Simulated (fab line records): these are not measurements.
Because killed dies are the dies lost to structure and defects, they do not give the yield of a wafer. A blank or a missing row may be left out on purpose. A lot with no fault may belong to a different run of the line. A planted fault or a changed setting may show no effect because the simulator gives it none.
Comparing a struck lot with a sound one    flow sky130    15 steps out of a route of 708
Sound: these wafers, L732.4, L732.5, L732.6. Struck: wafers L750.5, L750.6. (L750.3 of the same lot was not struck and is left out.) The cause comes at the end.
Each step with rows lists, per side, the tool, then ch with its chambers, then its first start. Under that, the readings that differ: sound wafers    struck wafers    difference of the means    sigmas: that difference in standard deviations of wafers without a fault.
alike: readings whose means differ by less than 2 such deviations, and words and numbers that are the same on both sides. not compared: withheld readings, readings that some wafer has no value for, bounds like >300 that may hide the same value, and numbers for which the record gives no deviation and whose values overlap.
Wherever a step has rows on one side only, a row that says differs or no value, or a row with sigmas, the two part there. Numbers that have no deviation but don't overlap get no sigmas and don't part them. A reading that every wafer of one side lacks parts them only if that side has two wafers or more.

first, 1 step without rows for these wafers: SKY_FIELD_ISO_OXIDATION_22 (stabilise 600 s, purge 300 s, target thk 10 nm).
SKY_FIELD_ISO_THK_MEAS_23:
  sound: filmMetro-03 at day 2 23:53; struck: filmMetro-03 at day 6 21:53
  alike: FIELD_ISO_OXIDATION_01_THK
then, 1 step without rows for these wafers: SKY_FIELD_ISO_CVD_24 (deposits SiO2, target thk 595 nm, time 99.2 s).
SKY_FIELD_ISO_THK_MEAS_25:
  sound: filmMetro-03 at day 3 00:01; struck: filmMetro-03 at day 6 22:01
reading                    sound        struck   difference  sigmas
FIELD_ISO_CVD_24_THK (nm)  603 594 597  586 586  -12         -2
then, 1 step without rows for these wafers: SKY_FIELD_ISO_ANNEAL_26 (time 1800 s).
SKY_FIELD_ISO_CMP_27: polishes, stops on Si3N4, t overpolish 16 s, target thk 457.8 nm.
  sound on cmp-01 ch 0,3, day 3 01:35; struck on cmp-01 ch 0,3, day 7 01:12
  alike: motorCurrentA, overpolishRunS, platenRpm, timeToEndpointS
then, 5 steps without rows for these wafers: SKY_FIELD_ISO_WET_ETCH_28 (etches SiO2 in dHF, target depth 23.7 nm, time 47 s); SKY_FIELD_ISO_WET_ETCH_29 (etches Si3N4 in H3PO4, target depth 160 nm, time 1825 s); SKY_FIELD_ISO_WET_ETCH_30 (etches SiO2 in dHF, target depth 25 nm, time 50 s); SKY_NWELL_CLEAN_00 (cleans in SC1/SC2, time 150 s); SKY_NWELL_OXIDATION_01 (stabilise 600 s, purge 300 s, target thk 10 nm).
SKY_NWELL_THK_MEAS_02:
  sound: filmMetro-03 at day 3 04:49; struck: filmMetro-04 at day 7 05:02
  alike: NWELL_OXIDATION_THK
SKY_DNWELL_DEHYDRATE_00: time 60 s.
  sound on lithoTrack-04 ch 0, day 3 12:46; struck on lithoTrack-04 ch 0, day 7 14:50
reading                sound                 struck         difference  sigmas
heaterPowerTotalW (W)  160.49 160.45 160.27  169.74 169.74  +9.34       +78
runLengthS (s)         89.31 89.38 89.54     80.22 79.86    -9.37       -47
then, 1 step without rows for these wafers: SKY_DNWELL_HMDS_01 (prime time 60 s).
-- the record jumps here: 44 days lie between the struck wafers' starts before and after (it left off in module DNWELL and takes up again in module PAD_OPEN, whose first step shown is number 708 of the route) --
SKY_PAD_OPEN_PROBE_99:
  sound: prober-01 at day 47 08:32; struck: prober-02 at day 51 10:27
  alike: killed_at_M0_to_M3, killed_at_M4_up, killedAtContacts, killedAtFrontEnd, killedAtOther, killedDies, killedOpen, killedShort

WHERE THEY PART
At SKY_FIELD_ISO_THK_MEAS_25 first; at SKY_DNWELL_DEHYDRATE_00 last (within this record only). Later steps at which nothing parts them and some readings are alike: SKY_PAD_OPEN_PROBE_99.

WHY: what the simulator had put in
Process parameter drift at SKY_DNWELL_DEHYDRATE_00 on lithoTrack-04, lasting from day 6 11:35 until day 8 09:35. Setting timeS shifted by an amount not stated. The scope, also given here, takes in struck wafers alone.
